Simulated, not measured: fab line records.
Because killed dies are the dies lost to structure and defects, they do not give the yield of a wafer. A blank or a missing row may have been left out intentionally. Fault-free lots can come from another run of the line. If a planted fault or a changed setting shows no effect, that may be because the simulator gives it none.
What tool caused it? + flow sky130 + 13 lots with 39 wafers sampled at 4 steps, on a route of 708 steps

WHAT THE GAUGES READ, wafer by wafer
SKY_POLY_GATE_CD_MEAS_13: target cd 150 nm.
| lot  | measured     | on        | cd_nm (nm)        |
|------|--------------|-----------|-------------------|
| L252 | day 17 23:07 | cd_sem-01 | 150.8 149.3 150.6 |
| L253 | day 18 06:35 | cd_sem-01 | 149.7 149.8 151.5 |
| L254 | day 19 01:31 | cd_sem-01 | 149.7 150.4 150.9 |
| L255 | day 19 09:31 | cd_sem-01 | 154.1 152.5 151.7 |
| L256 | day 19 19:29 | cd_sem-01 | 149.3 150.1 150.3 |
| L257 | day 19 20:14 | cd_sem-02 | 149.6 148.4 149.9 |
| L258 | day 20 04:46 | cd_sem-02 | 149.0 151.5 149.3 |
| L261 | day 21 03:28 | cd_sem-01 | 151.5 149.9 151.2 |
| L262 | day 21 13:41 | cd_sem-02 | 149.4 149.7 149.5 |
| L265 | day 22 03:35 | cd_sem-01 | 151.3 152.4 151.3 |
| L269 | day 23 13:50 | cd_sem-02 | 152.7 152.5 152.3 |
| L271 | day 24 00:37 | cd_sem-01 | 148.9 150.7 150.7 |
| L272 | day 24 03:38 | cd_sem-01 | 150.6 150.8 150.3 |

SKY_POLY_GATE_CD_MEAS_22.
| lot  | measured     | on        | cd_nm (nm)        |
|------|--------------|-----------|-------------------|
| L252 | day 18 00:58 | cd_sem-02 | 154.0 148.0 152.9 |
| L253 | day 18 08:27 | cd_sem-02 | 153.3 151.6 154.5 |
| L254 | day 19 03:22 | cd_sem-02 | 148.5 151.5 152.1 |
| L255 | day 19 11:22 | cd_sem-02 | 155.5 153.5 156.0 |
| L256 | day 19 22:36 | cd_sem-02 | 151.6 152.6 153.1 |
| L257 | day 19 22:37 | cd_sem-01 | 149.1 148.0 149.2 |
| L258 | day 20 06:37 | cd_sem-02 | 149.6 154.0 154.3 |
| L261 | day 21 05:20 | cd_sem-02 | 154.6 153.7 152.9 |
| L262 | day 21 15:33 | cd_sem-01 | 153.7 153.6 151.5 |
| L265 | day 22 05:27 | cd_sem-01 | 151.2 151.4 151.9 |
| L269 | day 23 15:45 | cd_sem-01 | 155.7 154.0 154.2 |
| L271 | day 24 02:28 | cd_sem-01 | 150.1 150.4 151.3 |
| L272 | day 24 05:41 | cd_sem-02 | 151.9 150.2 152.9 |

EACH LOT AND THE TOOL THAT RAN IT (in order: tool; ch and the chambers of the sampled wafers; start)
| lot  | SKY_FIELD_ISO_WET_ETCH_18      | SKY_POLY_GATE_STRIP_18               |
|------|--------------------------------|--------------------------------------|
| L252 | wet_bench-01 ch 3, day 2 16:38 | plasma_asher-04 ch 0,1, day 17 23:29 |
| L253 | wet_bench-01 ch 2, day 2 23:38 | plasma_asher-04 ch 0,1, day 18 06:58 |
| L254 | wet_bench-01 ch 1, day 3 07:31 | plasma_asher-01 ch 0,1, day 19 01:55 |
| L255 | wet_bench-01 ch 2, day 3 11:08 | plasma_asher-01 ch 0,1, day 19 09:55 |
| L256 | wet_bench-01 ch 0, day 3 13:31 | plasma_asher-04 ch 0,1, day 19 19:53 |
| L257 | wet_bench-03 ch 1, day 3 20:04 | plasma_asher-01 ch 0,1, day 19 20:38 |
| L258 | wet_bench-04 ch 2, day 4 00:35 | plasma_asher-01 ch 0,1, day 20 05:10 |
| L261 | wet_bench-04 ch 3, day 4 18:59 | plasma_asher-04 ch 0,1, day 21 03:50 |
| L262 | wet_bench-01 ch 2, day 4 22:55 | plasma_asher-04 ch 0,1, day 21 14:02 |
| L265 | wet_bench-04 ch 3, day 5 12:56 | plasma_asher-04 ch 0,1, day 22 03:58 |
| L269 | wet_bench-04 ch 2, day 6 11:02 | plasma_asher-01 ch 0,1, day 23 14:14 |
| L271 | wet_bench-03 ch 1, day 6 20:07 | plasma_asher-01 ch 0,1, day 24 00:59 |
| L272 | wet_bench-04 ch 0, day 7 01:26 | plasma_asher-04 ch 0,1, day 24 04:02 |
- SKY_FIELD_ISO_WET_ETCH_18: etches Si3N4 in H3PO4, target depth 25 nm, time 286 s.
- SKY_POLY_GATE_STRIP_18: strips in O2/N2.

WHAT THE TOOLS THEMSELVES READ (means of the sampled wafers that have a number; where no wafer has one, the mark that the record gives instead)
SKY_FIELD_ISO_WET_ETCH_18.
| lot  | tool         | run_length_s (s) |
|------|--------------|------------------|
| L252 | wet_bench-01 | 311.2            |
| L253 | wet_bench-01 | 312.2            |
| L254 | wet_bench-01 | 312.4            |
| L255 | wet_bench-01 | 313.8            |
| L256 | wet_bench-01 | 313.4            |
| L257 | wet_bench-03 | 311.8            |
| L258 | wet_bench-04 | 312.1            |
| L261 | wet_bench-04 | 313.1            |
| L262 | wet_bench-01 | 312.7            |
| L265 | wet_bench-04 | 319.9            |
| L269 | wet_bench-04 | 488.1            |
| L271 | wet_bench-03 | 311.9            |
| L272 | wet_bench-04 | 488.5            |

SKY_POLY_GATE_STRIP_18.
| lot  | tool            | drypump_motor_current_A (A) | oes_product_au (a.u.) | strip_time_to_endpoint_s (s) |
|------|-----------------|-----------------------------|-----------------------|------------------------------|
| L252 | plasma_asher-04 | 5.9                         | 0.361                 | 3.18                         |
| L253 | plasma_asher-04 | 5.9                         | 0.360                 | 3.14                         |
| L254 | plasma_asher-01 | 5.2                         | 0.365                 | 3.15                         |
| L255 | plasma_asher-01 | 5.2                         | 0.358                 | 3.12                         |
| L256 | plasma_asher-04 | 5.9                         | 0.362                 | 3.14                         |
| L257 | plasma_asher-01 | 5.2                         | 0.360                 | 3.17                         |
| L258 | plasma_asher-01 | 5.2                         | 0.355                 | 3.13                         |
| L261 | plasma_asher-04 | 5.9                         | 0.360                 | 3.17                         |
| L262 | plasma_asher-04 | 5.9                         | 0.363                 | 3.19                         |
| L265 | plasma_asher-04 | 5.9                         | 0.356                 | 3.10                         |
| L269 | plasma_asher-01 | 5.2                         | 0.361                 | 3.16                         |
| L271 | plasma_asher-01 | 5.2                         | 0.357                 | 3.13                         |
| L272 | plasma_asher-04 | 5.9                         | 0.363                 | 3.19                         |

THE ANSWER, worked out from the rows above alone
Rule: the lots themselves supply what counts as usual. Put in order of their means at a reading, lots are off if they are a third of the lots or fewer, leave a main group of 4 or more, and stand apart from it by a gap of 3 or more times the standard deviation of the main group's means; of several such gaps the widest counts. If all means in a main group match to the digits the tables above print for the reading, that group is not used. Also off: a lot with no number at a reading for which 4 or more lots have one. Any other lot the step has rows for is counted as sound. First the gauges in route order, then the tools' own readings, where a lot's mean is used as printed above. The first step at which some lot is off is used, and at that step the reading that is off furthest; a lot without a number counts as furthest.
Off at SKY_FIELD_ISO_WET_ETCH_18 (run_length_s): L269, L272. For the main group the mean is 313.1 s and the standard deviation 2.3.
If a tool, at that step or one of the process steps before it, ran each lot that is off and ran no sound lot following the first of them, it fits. One candidate fits, namely wet_bench-04 at SKY_FIELD_ISO_WET_ETCH_18. A fault onset in the window from L265 (day 5 12:56, its last sound lot) to L269 (day 6 11:02, its first lot off) fits.
The tool's own readings at SKY_FIELD_ISO_WET_ETCH_18 bear it out: on the lots that are off they differ by more than 5 times the standard deviation of the sound lots' means. run_length_s reads 488.3 s there against 313.1 s on the sound lots.

WHAT WAS PUT IN BY THE SIMULATOR
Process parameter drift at SKY_FIELD_ISO_WET_ETCH_18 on wet_bench-04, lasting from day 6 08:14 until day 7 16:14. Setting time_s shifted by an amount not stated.
Shown lots that were struck: L269, L272. The rule given above showed the same thing.
